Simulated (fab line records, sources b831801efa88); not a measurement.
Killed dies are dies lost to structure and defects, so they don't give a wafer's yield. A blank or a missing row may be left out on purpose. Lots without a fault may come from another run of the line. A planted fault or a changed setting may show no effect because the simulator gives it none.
A struck lot beside a sound one | flow sky130 | 16 steps out of a route of 708
Sound: wafers L715.3, L715.5, L715.6. Struck: wafers L733.4, L733.5, L733.6. The cause comes at the end.
At each step with rows: each side's tool, then ch and its chambers, then its first start. Under that, the readings that differ: sound wafers | struck wafers | difference of the means | sigmas: that difference in standard deviations of wafers without a fault.
alike: readings whose means differ by less than 2 such deviations, and words and numbers that are the same on both sides. not compared: withheld readings, readings that some wafer has no value for, bounds like >300 that may hide the same value, and numbers for which the record gives no deviation and whose values overlap.
The two part at a step that has a row with sigmas, a row that says differs or no value, or rows on one side only. Numbers that don't overlap but have no deviation are shown without sigmas and don't part them. A reading that every wafer of one side lacks parts them only if that side has two wafers or more.

first, 4 steps without rows for these wafers: SKY_RES_XHIGH_EXPOSE_04 (exposes mask URPM, target cd 1270 nm); SKY_RES_XHIGH_PEB_05; SKY_RES_XHIGH_DEVELOP_06 (develop time 60 s); SKY_RES_XHIGH_IMPLANT_07.
SKY_RES_XHIGH_STRIP_08: strips in O2/N2.
  sound on plasma_asher-02 ch 0,1, day 27 14:56; struck on plasma_asher-02 ch 0,1, day 32 16:37
  alike: drypump_motor_current_A, o2_flow_sccm, oes_product_au, strip_time_to_endpoint_s
  not compared: rf_hours_counter_h
SKY_RES_XHIGH_TW_MEAS_09:
  sound on film_metro-03, day 27 15:01; struck on film_metro-03, day 32 16:43
  alike: RES_XHIGH_TW
then, 6 steps without rows for these wafers: SKY_SD_N_DEHYDRATE_00 (time 60 s); SKY_SD_N_HMDS_01 (prime time 60 s); SKY_SD_N_COAT_02 (resist thk 1140 nm); SKY_SD_N_SOFTBAKE_03 (time 60 s); SKY_SD_N_EXPOSE_04 (exposes mask NSDM, target cd 380 nm); SKY_SD_N_PEB_05.
SKY_SD_N_DEVELOP_06: develop time 60 s.
  sound on litho_track-02 ch 0, day 28 18:38; struck on litho_track-04 ch 0, day 33 19:05
  reading              | sound             | struck            | difference | sigmas
  developer_temp_C (C) | 22.87 22.92 22.89 | 20.64 20.59 20.59 | -2.29      | -23
SKY_SD_N_CD_MEAS_07: target cd 380 nm.
  sound on cd_sem-02, day 28 18:46; struck on cd_sem-02, day 33 19:13
  reading    | sound             | struck            | difference | sigmas
  cd_nm (nm) | 377.7 375.7 379.1 | 388.8 387.4 386.2 | +10.0      | +4
SKY_SD_N_OVL_MEAS_08:
  sound on overlay-01, day 28 18:52; struck on overlay-01, day 33 19:18
  alike: SD_N_OVL
then, 1 step without rows for these wafers: SKY_PAD_OPEN_PROBE_99.

WHERE THEY PART
First at SKY_SD_N_DEVELOP_06; last, within this record, at SKY_SD_N_CD_MEAS_07. Later steps at which nothing parts them and some readings are alike: SKY_SD_N_OVL_MEAS_08.

WHY: what the simulator had put in
Process parameter drift: litho_track-04, from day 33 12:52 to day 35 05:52, at SKY_SD_N_DEVELOP_06. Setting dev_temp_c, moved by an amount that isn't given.
